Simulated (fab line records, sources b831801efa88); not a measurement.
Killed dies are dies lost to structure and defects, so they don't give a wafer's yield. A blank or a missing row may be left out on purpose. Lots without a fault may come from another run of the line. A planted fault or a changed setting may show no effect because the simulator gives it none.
Tool commonality check | flow gf180mcu | 12 lots, 36 wafers sampled

WHY IT WAS OPENED
At GF_VT_IMPLANT_RS_MEAS_47 the reading NWELL_RS is flagged on 2 of 12 lots. Wafers without a fault read 488.2 ohm/sq, standard deviation 1.3.
Rule: a lot is flagged when every wafer of it that has a number lies more than 4 standard deviations from that mean, or none has a number. The other lots count as sound.

lot  | measured     | on            | NWELL_RS (ohm/sq), wafer by wafer | flag
L374 | day 8 01:17  | film_metro-01 | 487.0 488.1 486.9                 |
L375 | day 8 10:14  | film_metro-03 | 488.9 489.9 488.7                 |
L377 | day 8 22:45  | film_metro-03 | 486.2 486.3 485.5                 |
L378 | day 9 06:09  | film_metro-01 | 488.2 488.3 486.1                 |
L379 | day 9 17:06  | film_metro-04 | 487.2 488.6 487.8                 |
L381 | day 9 23:57  | film_metro-01 | 499.4 497.0 498.6                 | FLAGGED
L380 | day 10 01:35 | film_metro-01 | 486.6 485.7 487.7                 |
L388 | day 12 03:41 | film_metro-01 | 497.8 497.4 497.8                 | FLAGGED
L391 | day 12 19:27 | film_metro-01 | 489.6 487.6 487.4                 |
L393 | day 13 11:51 | film_metro-03 | 487.3 487.6 487.8                 |
L394 | day 13 17:38 | film_metro-01 | 487.0 489.6 488.7                 |
L395 | day 14 01:40 | film_metro-03 | 486.8 486.8 486.6                 |
The numbers of the flagged lots are 498.0 ohm/sq on average: +9.8 ohm/sq against the usual, or +8 standard deviations.

WHICH TOOL RAN EACH LOT
The record holds 3 process steps before the reading, out of a route of 602 steps. In each cell: the tool, then ch and the chambers that the sampled wafers went through, then the start.
lot  | flag    | GF_STI_ETCH_14                  | GF_NWELL_IMPLANT_09            | GF_MVSD_STRIP_10
L374 |         | rie_si-02 ch 0,2, day 2 12:11   | implanter-01 ch 0, day 3 18:18 | plasma_asher-02 ch 0,1, day 4 21:16
L375 |         | rie_si-02 ch 1,2,3, day 2 18:47 | implanter-02 ch 0, day 4 02:44 | plasma_asher-04 ch 0,1, day 5 05:53
L377 |         | rie_si-01 ch 0,1,2, day 3 04:01 | implanter-02 ch 0, day 4 12:43 | plasma_asher-03 ch 0,1, day 5 16:46
L378 |         | rie_si-01 ch 0,1,2, day 3 08:20 | implanter-01 ch 0, day 4 19:41 | plasma_asher-02 ch 0,1, day 5 23:31
L379 |         | rie_si-02 ch 1,2,3, day 3 14:26 | implanter-01 ch 0, day 5 02:40 | plasma_asher-03 ch 1, day 6 07:40
L381 | FLAGGED | rie_si-02 ch 0,2,3, day 3 22:59 | implanter-01 ch 0, day 5 09:16 | plasma_asher-04 ch 0,1, day 6 14:23
L380 |         | rie_si-01 ch 0,3, day 3 19:52   | implanter-02 ch 0, day 5 10:00 | plasma_asher-03 ch 0,1, day 6 15:13
L388 | FLAGGED | rie_si-01 ch 0,2,3, day 5 12:08 | implanter-01 ch 0, day 7 00:06 | plasma_asher-04 ch 0,1, day 8 09:15
L391 |         | rie_si-01 ch 0,3, day 6 03:29   | implanter-02 ch 0, day 7 14:31 | plasma_asher-03 ch 0,1, day 8 23:46
L393 |         | rie_si-01 ch 2,3, day 6 13:29   | implanter-04 ch 0, day 8 03:22 | plasma_asher-02 ch 0,1, day 9 13:40
L394 |         | rie_si-01 ch 0,2, day 6 18:34   | implanter-02 ch 0, day 8 09:00 | plasma_asher-04 ch 0,1, day 9 19:19
L395 |         | rie_si-02 ch 1,2,3, day 6 23:49 | implanter-02 ch 0, day 8 15:24 | plasma_asher-04 ch 0,1, day 10 02:13
What these steps do:
- GF_STI_ETCH_14: etches Si in HBr/Cl2/O2, target depth 360 nm, time 102.9 s.
- GF_NWELL_IMPLANT_09
- GF_MVSD_STRIP_10: strips in O2/N2.
- GF_VT_IMPLANT_RS_MEAS_47: measures by four-point-probe.

FLAGGED OVER TOTAL, TOOL BY TOOL (the gauges that took the reading come last)
step                     | tool            | lots run | flagged | share of the flagged lots | sound lots run after its first flagged lot
GF_STI_ETCH_14           | rie_si-01       | 7        | 1       | some                      | 3 (L391,L393,L394)
GF_STI_ETCH_14           | rie_si-02       | 5        | 1       | some                      | 1 (L395)
GF_NWELL_IMPLANT_09      | implanter-01    | 5        | 2       | all                       | 0
GF_NWELL_IMPLANT_09      | implanter-02    | 6        | 0       | none                      | -
GF_NWELL_IMPLANT_09      | implanter-04    | 1        | 0       | none                      | -
GF_MVSD_STRIP_10         | plasma_asher-02 | 3        | 0       | none                      | -
GF_MVSD_STRIP_10         | plasma_asher-03 | 4        | 0       | none                      | -
GF_MVSD_STRIP_10         | plasma_asher-04 | 5        | 2       | all                       | 2 (L394,L395)
GF_VT_IMPLANT_RS_MEAS_47 | film_metro-01   | 7        | 2       | all                       | 3 (L380,L391,L394)
GF_VT_IMPLANT_RS_MEAS_47 | film_metro-03   | 4        | 0       | none                      | -
GF_VT_IMPLANT_RS_MEAS_47 | film_metro-04   | 1        | 0       | none                      | -

WHAT THE TABLE ALLOWS
3 rows of the table ran every flagged lot: implanter-01 at GF_NWELL_IMPLANT_09, plasma_asher-04 at GF_MVSD_STRIP_10, film_metro-01 at GF_VT_IMPLANT_RS_MEAS_47.
- implanter-01 at GF_NWELL_IMPLANT_09: 2 of its 5 lots flagged. Its last sound lot is L379 (day 5 02:40), its first flagged lot L381 (day 5 09:16): a fault that began between those two fits. Its own readings lie more than 4 standard deviations out on every wafer of the flagged lots: dose_ions_cm2, faraday_current_uA.
- plasma_asher-04 at GF_MVSD_STRIP_10: 2 of its 5 lots flagged. Sound lots ran on it after the first flagged one (L394, L395), which a lasting fault on the whole tool wouldn't allow.
- film_metro-01 at GF_VT_IMPLANT_RS_MEAS_47: 2 of its 7 lots flagged. Sound lots ran on it after the first flagged one (L380, L391, L394), which a lasting fault on the whole tool wouldn't allow.
One tool is left: implanter-01 at GF_NWELL_IMPLANT_09.

WHAT THE SIMULATOR HAD PUT IN
Process parameter drift: implanter-01, from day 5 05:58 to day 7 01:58, at GF_NWELL_IMPLANT_09. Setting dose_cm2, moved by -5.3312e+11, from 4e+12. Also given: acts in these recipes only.
Lots struck among those shown: L381, L388. The rule above found the same.
